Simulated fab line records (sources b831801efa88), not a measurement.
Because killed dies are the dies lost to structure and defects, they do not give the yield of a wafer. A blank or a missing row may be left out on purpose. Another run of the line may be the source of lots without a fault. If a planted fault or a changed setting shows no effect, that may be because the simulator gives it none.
A single fault, viewed from 2 desks | flow gf180mcu | each desk has only its own numbers; what lay behind them comes last

THE METROLOGY DESK
Means of the sampled wafers that have a number, per lot and without regard to the tool the lot ran on: this is what the gauges read. Marked OUT: a lot whose mean sits more than 4 standard deviations from the usual mean, which makes it out of limits; the brackets give that distance.
Columns: A = V1_W_THK at GF_V1_THK_MEAS_25, usual 344 nm; B = M2_ALCU_RS at GF_M2_RS_MEAS_05, usual 0.0696 ohm/sq
lot  | first seen here | A   | B
L233 | day 18 18:22    | 348 | 0.0697
L234 | day 19 04:31    | 341 | 0.0694
L235 | day 19 14:47    | 341 | 0.0700
L236 | day 19 21:55    | 334 | 0.0699
L238 | day 20 15:35    | 343 | 0.0685
L239 | day 21 00:46    | 356 | 0.0685
L243 | day 22 20:38    | 341 | 0.0694
L247 | day 23 21:51    | 350 | 0.0697
L249 | day 24 12:07    | 340 | 0.0692
L251 | day 25 07:41    | 347 | 0.0699
L252 | day 25 10:17    | 350 | 0.0689
L253 | day 25 16:11    | 349 | 0.0692
L254 | day 26 01:20    | 345 | 0.0694
L255 | day 26 07:20    | 342 | 0.0699
This desk's finding: nothing out of limits on any of the 14 lots.

DESK OF THE TOOL OWNER: wet bench-03
The tool's own readings at GF_M2_STRIP_18 (strips in post etch residue remover, time 1200 s): means of the sampled wafers that have a number, for each lot that ran on this tool. Marked OUT: a lot whose mean sits more than 4 standard deviations from the usual mean, which makes it out of limits; the brackets give that distance.
Columns: A = run length s at GF_M2_STRIP_18, usual 1228 s
lot  | first seen here | A
L235 | day 20 15:48    | 1224
L238 | day 21 16:08    | 1231
L247 | day 24 20:22    | 1160 (-20) OUT
L249 | day 25 10:05    | 1161 (-20) OUT
This desk's finding: out of limits on L247, L249; first on L247, day 24 20:22 (run length s at GF_M2_STRIP_18). In limits: L235, L238.

TAKEN TOGETHER
The tool owner's desk had the chance to raise an alarm at day 24 20:22 on L247, L249.
From the metrology desk's view, nothing was out of limits.
The metrology desk has L247, L249 on record, within its limits.
All the named lots went through GF_M2_STRIP_18 on wet bench-03.

WHAT HAD BEEN PUT IN BY THE SIMULATOR
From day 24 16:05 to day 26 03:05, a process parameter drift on wet bench-03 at GF_M2_STRIP_18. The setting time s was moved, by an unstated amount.
Shown lots that were struck: L247, L249.
Delay in hours, fault start to first out-of-limits reading, by desk: the tool owner's desk at 4.
